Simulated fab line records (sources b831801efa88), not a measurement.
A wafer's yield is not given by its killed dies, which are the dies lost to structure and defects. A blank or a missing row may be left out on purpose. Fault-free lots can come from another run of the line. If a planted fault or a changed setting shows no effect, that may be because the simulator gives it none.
Lot-split experiment | flow sky130 | 23 wafers read across 5 lots, on a route 708 steps long

SPLIT DETAILS
At SKY_FIELD_ISO_EXPOSE_10 (exposes mask FOM, target cd 150 nm), the setting doseMj was moved away from the recipe's 28 on 11 of the 23 wafers read, by -5.0% to +5.8%. This setting was run at the recipe's value on the other wafers.

FROM THE SPLIT TO THE READING: what the file shows between them, 2 steps
- SKY_FIELD_ISO_PEB_11
- SKY_FIELD_ISO_DEVELOP_12: develop time 60 s

THE READING
At SKY_FIELD_ISO_CD_MEAS_13: cdNm in nanometres, against a target cd of 150 nm. A value of 150.0 nm with a standard deviation of 1.6 nm is what fault-free wafers of this fab line usually give.

wafer  | tool, chamber at the split | doseMj as run | against the recipe | cdNm, nm | against lot-mates on the recipe
L074.1 | krfScanner-01, 0           | 28            | recipe             | 148.1    | -
L074.2 | krfScanner-01, 0           | 29.62         | +5.8%              | 137.3    | -10.7
L074.4 | krfScanner-01, 0           | 29.62         | +5.8%              | 137.3    | -10.7
L074.5 | krfScanner-01, 0           | 28            | recipe             | 147.9    | -
L074.6 | krfScanner-01, 0           | 29.62         | +5.8%              | 137.5    | -10.5
L078.1 | krfScanner-01, 0           | 28            | recipe             | 151.5    | -
L078.2 | krfScanner-01, 0           | 28            | recipe             | 150.8    | -
L078.3 | krfScanner-01, 0           | 26.75         | -4.5%              | 160.1    | +9.4
L078.5 | krfScanner-01, 0           | 28            | recipe             | 149.7    | -
L078.6 | krfScanner-01, 0           | 26.75         | -4.5%              | 159.7    | +9.0
L080.1 | krfScanner-01, 0           | 28            | recipe             | 147.8    | -
L080.3 | krfScanner-01, 0           | 28            | recipe             | 147.2    | -
L080.6 | krfScanner-01, 0           | 28            | recipe             | 148.8    | -
L082.1 | krfScanner-01, 0           | 26.6          | -5.0%              | 158.1    | +8.4
L082.3 | krfScanner-01, 0           | 28            | recipe             | 151.0    | -
L082.4 | krfScanner-01, 0           | 28            | recipe             | 148.4    | -
L082.5 | krfScanner-01, 0           | 26.6          | -5.0%              | 158.7    | +9.0
L082.6 | krfScanner-01, 0           | 26.6          | -5.0%              | 159.7    | +10.0
L085.1 | krfScanner-01, 0           | 28.79         | +2.8%              | 145.8    | -6.1
L085.2 | krfScanner-01, 0           | 28            | recipe             | 151.7    | -
L085.4 | krfScanner-01, 0           | 28            | recipe             | 152.2    | -
L085.5 | krfScanner-01, 0           | 28.79         | +2.8%              | 144.5    | -7.4
L085.6 | krfScanner-01, 0           | 28.79         | +2.8%              | 144.8    | -7.1

THE FIT
A straight line over all 23 wafers: cdNm changes by -2.01 nm for each +1% of doseMj; r = -0.98; the points scatter about the line by 1.5 nm.
The same after taking each lot's own level away (the mean of its wafers on the recipe; 23 wafers): -1.93 nm for each +1%; r = -0.99; scatter 0.91 nm.
That fit puts the effect of the largest move of doseMj on the reading at 11 nm.
Across the lots, their own levels run from 147.93 to 151.95 nm, a range of 2.5 times the standard deviation given above.
So the lot-to-lot level changes the slope little: the two slopes agree.
Check: for one of the wafers moved furthest among these (+5.8%), held out of the fit, the line's prediction against its lot-mates is -11.5 nm. It came out at -10.7 nm against them.

OTHER SPLITS ON THESE WAFERS
Other splits were also applied to these wafers ahead of the reading. Each is held against what the fit with the lots' levels taken away leaves over:
other split on the same wafers   | wafers away from the commonest value | r with cdNm (lot level and that fit taken away)
SKY_FIELD_ISO_OXIDATION_01 tempC | 15                                   | -0.13

THE WHOLE CHAIN: every reading that the file lists as answering this split, in the file's order
step                     | what it does      | reading                                                         | change (the file's fit)              | r (the file's)
SKY_FIELD_ISO_DEVELOP_12 | develop time 60 s | FIELD_ISO.cdNm (the simulator's own value, which no gauge read) | -1.96 nm for each +1% of the setting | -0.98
SKY_FIELD_ISO_CD_MEAS_13 | target cd 150 nm  | cdNm                                                            | -1.95 nm for each +1% of the setting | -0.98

FILE'S OWN FIT
cdNm changes by -1.95 nm for each +1% of doseMj, r = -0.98.
